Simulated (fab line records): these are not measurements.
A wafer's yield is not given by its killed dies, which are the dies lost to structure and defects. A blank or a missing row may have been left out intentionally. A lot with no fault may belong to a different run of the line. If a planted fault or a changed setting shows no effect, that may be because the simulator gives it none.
Which tool was responsible? :: flow sky130 :: 13 lots, 39 wafers sampled, at 5 steps of a route of 708

## WHAT EACH GAUGE READ, for each wafer
SKY_FIELD_ISO_THK_MEAS_25. Usual: FIELD_ISO_CVD_24_THK typically reads 597 nm, with standard deviation 5.7.
lot: L581
measured: day 2 15:18
on: film_metro-01
FIELD_ISO_CVD_24_THK (nm): 590 594 590
flag: 

lot: L582
measured: day 2 22:02
on: film_metro-03
FIELD_ISO_CVD_24_THK (nm): 596 598 595
flag: 

lot: L583
measured: day 3 00:34
on: film_metro-01
FIELD_ISO_CVD_24_THK (nm): 602 603 595
flag: 

lot: L584
measured: day 3 06:16
on: film_metro-03
FIELD_ISO_CVD_24_THK (nm): 588 598 591
flag: 

lot: L585
measured: day 3 13:55
on: film_metro-02
FIELD_ISO_CVD_24_THK (nm): 592 593 601
flag: 

lot: L590
measured: day 4 14:17
on: film_metro-03
FIELD_ISO_CVD_24_THK (nm): 596 590 602
flag: 

lot: L595
measured: day 5 13:22
on: film_metro-01
FIELD_ISO_CVD_24_THK (nm): 604 602 608
flag: 

lot: L597
measured: day 6 01:08
on: film_metro-01
FIELD_ISO_CVD_24_THK (nm): 591 596 593
flag: 

lot: L598
measured: day 6 06:23
on: film_metro-01
FIELD_ISO_CVD_24_THK (nm): 600 604 588
flag: 

lot: L600
measured: day 6 15:26
on: film_metro-03
FIELD_ISO_CVD_24_THK (nm): 589 598 599
flag: 

lot: L601
measured: day 6 23:34
on: film_metro-03
FIELD_ISO_CVD_24_THK (nm): 588 589 595
flag: 

lot: L602
measured: day 7 05:10
on: film_metro-03
FIELD_ISO_CVD_24_THK (nm): 597 606 597
flag: 

lot: L603
measured: day 7 09:22
on: film_metro-03
FIELD_ISO_CVD_24_THK (nm): 598 599 599
flag: 

SKY_DNWELL_TW_MEAS_09. Usual: DNWELL_TW typically reads 1118, with standard deviation 6.8.
lot: L581
measured: day 3 14:42
on: film_metro-01
DNWELL_TW: 1121 1123 1118
flag: 

lot: L582
measured: day 3 22:11
on: film_metro-01
DNWELL_TW: 1114 1115 1113
flag: 

lot: L583
measured: day 4 00:34
on: film_metro-04
DNWELL_TW: 1116 1117 1118
flag: 

lot: L584
measured: day 4 05:32
on: film_metro-02
DNWELL_TW: 1121 1120 1124
flag: 

lot: L585
measured: day 4 13:12
on: film_metro-04
DNWELL_TW: 1119 1120 1121
flag: 

lot: L590
measured: day 5 12:48
on: film_metro-04
DNWELL_TW: 1109 1117 1117
flag: 

lot: L595
measured: day 6 13:13
on: film_metro-04
DNWELL_TW: 1120 1117 1117
flag: 

lot: L597
measured: day 7 01:01
on: film_metro-01
DNWELL_TW: 1103 1108 1103
flag: 

lot: L598
measured: day 7 07:24
on: film_metro-04
DNWELL_TW: 1125 1124 1122
flag: 

lot: L600
measured: day 7 17:54
on: film_metro-04
DNWELL_TW: 1127 1121 1121
flag: 

lot: L601
measured: day 8 06:05
on: film_metro-02
DNWELL_TW: 1121 1120 1117
flag: 

lot: L602
measured: day 8 08:28
on: film_metro-02
DNWELL_TW: 1115 1113 1112
flag: 

lot: L603
measured: day 8 12:16
on: film_metro-01
DNWELL_TW: 1116 1120 1123
flag: 

SKY_NWELL_OVL_MEAS_23. Usual: NWELL_01_OVL typically reads 0.8 nm, with standard deviation 1.4.
lot: L581
measured: day 5 21:32
on: overlay-02
NWELL_01_OVL (nm): 1.2 1.5 0.9
flag: 

lot: L582
measured: day 6 05:07
on: overlay-02
NWELL_01_OVL (nm): 0.6 0.2 -0.5
flag: 

lot: L583
measured: day 6 07:59
on: overlay-02
NWELL_01_OVL (nm): -0.7 -0.5 -0.2
flag: 

lot: L584
measured: day 6 13:40
on: overlay-02
NWELL_01_OVL (nm): - - -
flag: OFF

lot: L585
measured: day 6 23:01
on: overlay-02
NWELL_01_OVL (nm): - - -
flag: OFF

lot: L590
measured: day 8 00:32
on: overlay-02
NWELL_01_OVL (nm): 3.1 2.3 1.8
flag: 

lot: L595
measured: day 9 04:16
on: overlay-02
NWELL_01_OVL (nm): -1.0 0.1 1.5
flag: 

lot: L597
measured: day 9 17:40
on: overlay-01
NWELL_01_OVL (nm): -2.1 -1.6 -2.2
flag: 

lot: L598
measured: day 9 23:24
on: overlay-01
NWELL_01_OVL (nm): 2.4 0.5 1.0
flag: 

lot: L600
measured: day 10 11:48
on: overlay-01
NWELL_01_OVL (nm): 1.0 -1.6 -0.9
flag: 

lot: L601
measured: day 11 02:18
on: overlay-01
NWELL_01_OVL (nm): -0.7 -1.4 -1.7
flag: 

lot: L602
measured: day 11 04:31
on: overlay-02
NWELL_01_OVL (nm): 0.6 2.1 2.6
flag: 

lot: L603
measured: day 11 08:55
on: overlay-02
NWELL_01_OVL (nm): 1.3 0.4 1.2
flag: 

SKY_VT_ADJUST_HVTP_CD_MEAS_07 targets a cd of 380 nm. Usual: cd_nm 379.2 nm, standard deviation 2.2.
lot: L581
measured: day 6 17:54
on: cd_sem-01
cd_nm (nm): 379.3 378.4 375.8
flag: 

lot: L582
measured: day 7 01:22
on: cd_sem-02
cd_nm (nm): 382.4 382.6 381.7
flag: 

lot: L583
measured: day 7 04:32
on: cd_sem-01
cd_nm (nm): 378.0 377.8 380.4
flag: 

lot: L584
measured: day 7 09:43
on: cd_sem-02
cd_nm (nm): 376.5 379.3 378.3
flag: 

lot: L585
measured: day 7 19:23
on: cd_sem-01
cd_nm (nm): 381.5 384.2 381.6
flag: 

lot: L590
measured: day 8 23:00
on: cd_sem-01
cd_nm (nm): 379.5 380.4 379.6
flag: 

lot: L595
measured: day 10 03:31
on: cd_sem-01
cd_nm (nm): 376.5 377.3 382.5
flag: 

lot: L597
measured: day 10 17:17
on: cd_sem-02
cd_nm (nm): 376.9 379.0 379.0
flag: 

lot: L598
measured: day 10 22:12
on: cd_sem-01
cd_nm (nm): 380.4 378.7 380.9
flag: 

lot: L600
measured: day 11 11:21
on: cd_sem-02
cd_nm (nm): 381.3 381.2 378.5
flag: 

lot: L601
measured: day 12 02:36
on: cd_sem-01
cd_nm (nm): 376.0 376.5 376.0
flag: 

lot: L602
measured: day 12 04:49
on: cd_sem-02
cd_nm (nm): 378.1 380.0 380.5
flag: 

lot: L603
measured: day 12 09:49
on: cd_sem-01
cd_nm (nm): 376.6 374.8 375.9
flag: 

## TOOL THAT RAN EACH LOT (tool first, then ch and the chambers of the sampled wafers, then the start)
lot: L581
SKY_NWELL_COAT_18: litho_track-03 ch 0, day 5 11:30

lot: L582
SKY_NWELL_COAT_18: litho_track-04 ch 0, day 5 18:50

lot: L583
SKY_NWELL_COAT_18: litho_track-04 ch 0, day 5 22:12

lot: L584
SKY_NWELL_COAT_18: litho_track-04, day 6 04:26

lot: L585
SKY_NWELL_COAT_18: litho_track-03, day 6 12:39

lot: L590
SKY_NWELL_COAT_18: litho_track-02 ch 0, day 7 14:08

lot: L595
SKY_NWELL_COAT_18: litho_track-03 ch 0, day 8 17:13

lot: L597
SKY_NWELL_COAT_18: litho_track-04 ch 0, day 9 05:51

lot: L598
SKY_NWELL_COAT_18: litho_track-04 ch 0, day 9 11:36

lot: L600
SKY_NWELL_COAT_18: litho_track-03 ch 0, day 10 00:57

lot: L601
SKY_NWELL_COAT_18: litho_track-03 ch 0, day 10 14:48

lot: L602
SKY_NWELL_COAT_18: litho_track-03 ch 0, day 10 17:22

lot: L603
SKY_NWELL_COAT_18: litho_track-04 ch 0, day 10 21:02
- SKY_NWELL_COAT_18: resist thk 3000 nm.

## WHAT THE TOOLS THEMSELVES READ (means of the sampled wafers that have a number; where no wafer has one, the mark that the record gives instead)
SKY_NWELL_COAT_18. Usual: chill_plate_temp_C 23.00 C, standard deviation 0.099; dispense_pressure_kPa 47.2 kPa, standard deviation 1.5; spin_speed_rpm 2000.1 rpm, standard deviation 1.7.
lot: L581
tool: litho_track-03
chill_plate_temp_C (C): 22.92
dispense_pressure_kPa (kPa): 45.6
spin_speed_rpm (rpm): 1999.7
flag: 

lot: L582
tool: litho_track-04
chill_plate_temp_C (C): 22.89
dispense_pressure_kPa (kPa): 48.7
spin_speed_rpm (rpm): 2000.5
flag: 

lot: L583
tool: litho_track-04
chill_plate_temp_C (C): 22.92
dispense_pressure_kPa (kPa): 48.7
spin_speed_rpm (rpm): 1999.1
flag: 

lot: L584
tool: litho_track-04
chill_plate_temp_C (C): -
dispense_pressure_kPa (kPa): -
spin_speed_rpm (rpm): -
flag: OFF

lot: L585
tool: litho_track-03
chill_plate_temp_C (C): -
dispense_pressure_kPa (kPa): -
spin_speed_rpm (rpm): -
flag: OFF

lot: L590
tool: litho_track-02
chill_plate_temp_C (C): 23.03
dispense_pressure_kPa (kPa): 47.9
spin_speed_rpm (rpm): 2000.2
flag: 

lot: L595
tool: litho_track-03
chill_plate_temp_C (C): 23.05
dispense_pressure_kPa (kPa): 45.6
spin_speed_rpm (rpm): 2000.3
flag: 

lot: L597
tool: litho_track-04
chill_plate_temp_C (C): 23.00
dispense_pressure_kPa (kPa): 48.7
spin_speed_rpm (rpm): 2001.4
flag: 

lot: L598
tool: litho_track-04
chill_plate_temp_C (C): 22.92
dispense_pressure_kPa (kPa): 48.7
spin_speed_rpm (rpm): 2000.3
flag: 

lot: L600
tool: litho_track-03
chill_plate_temp_C (C): 22.86
dispense_pressure_kPa (kPa): 45.6
spin_speed_rpm (rpm): 1999.3
flag: 

lot: L601
tool: litho_track-03
chill_plate_temp_C (C): 22.96
dispense_pressure_kPa (kPa): 45.6
spin_speed_rpm (rpm): 1999.3
flag: 

lot: L602
tool: litho_track-03
chill_plate_temp_C (C): 23.04
dispense_pressure_kPa (kPa): 45.6
spin_speed_rpm (rpm): 2000.9
flag: 

lot: L603
tool: litho_track-04
chill_plate_temp_C (C): 23.12
dispense_pressure_kPa (kPa): 48.7
spin_speed_rpm (rpm): 1998.6
flag: 

## THE ANSWER, worked out from the rows above alone
Rule: a lot counts as off when the mean over its wafers that have a number is more than 3 standard deviations away from the usual mean. A lot without any number at a reading at which 4 lots or more have one is off too. Any other lot the step has rows for is counted as sound. After the gauges, taken in route order, come the tools' own readings; for these a lot's mean is taken, as printed above. The first step at which some lot is off is used, and at that step the reading that is off furthest; a lot without a number counts as furthest.
Off: L584, L585, at SKY_NWELL_OVL_MEAS_23 (NWELL_01_OVL). Without a number there: L584, L585.
A tool fits if, at a process step before that reading, it ran every lot that is off, and no sound lot after the first of them. The gauges at SKY_NWELL_OVL_MEAS_23 aren't tried: what is off there is off at SKY_NWELL_COAT_18 too, on other tools, and a gauge's error can't cause that. No candidate that was tried fits.

## WHAT HAD BEEN PUT IN BY THE SIMULATOR
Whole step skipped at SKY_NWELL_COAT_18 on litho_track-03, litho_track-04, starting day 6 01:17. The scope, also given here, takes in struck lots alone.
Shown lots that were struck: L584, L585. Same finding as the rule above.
